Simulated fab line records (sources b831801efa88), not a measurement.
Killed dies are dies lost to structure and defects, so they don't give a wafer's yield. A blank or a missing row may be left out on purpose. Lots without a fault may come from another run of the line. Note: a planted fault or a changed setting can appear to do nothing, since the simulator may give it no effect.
Chamber matching	flow sky130	SKY_VIA3_CMP_02 on cmp-01 has 4 sister chambers
The step polishes SiO2. 8 wafers are shown with their chamber, then 7 later ones without.

## WAFERS PAIRED WITH THEIR CHAMBERS
wafer	chamber	motor_current_A (A)	retaining_ring_pressure_frac
L790.4	0	11.9	1.006
L792.3	1	11.9	1.006
L792.6	1	12.4	1.003
L796.1	3	11.3	1.000
L796.3	2	13.7	0.997
L796.6	3	10.8	0.998
L799.1	0	11.7	0.994
L799.3	2	13.3	1.004

## WAFERS WITH NO CHAMBER GIVEN
wafer	motor_current_A (A)	retaining_ring_pressure_frac
L799.6	11.4	0.994
L800.2	13.7	0.999
L800.4	10.2	0.993
L800.5	11.4	1.001
L811.1	12.3	1.003
L811.3	13.6	0.998
L811.6	12.0	1.003

## EACH ONE'S CHAMBER
wafer	from the rows above	in truth
L799.6	can't be placed: 3 or 0 or 1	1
L800.2	2	2
L800.4	3	3
L800.5	can't be placed: 3 or 0 or 1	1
L811.1	can't be placed: 1 or 0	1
L811.3	2	2
L811.6	can't be placed: 1 or 0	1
3 of 7 placed correctly. These rows do not allow placing 4 (true chamber among the candidates in 4). 0 placed wrongly.
How it was worked out, from the rows above alone: a wafer's distance from a chamber is the root of the sum, over the readings, of the square of ((its reading less the chamber's mean) divided by the reading's scatter). If the next closest chamber is less than 2 further off than the closest, the wafer can't be placed; otherwise it belongs to the closest. A chamber's mean is the mean of its shown wafers. The scatter: the root of (the sum of the squares of (reading less its chamber's mean) over the shown wafers, divided by (wafers less chambers)).
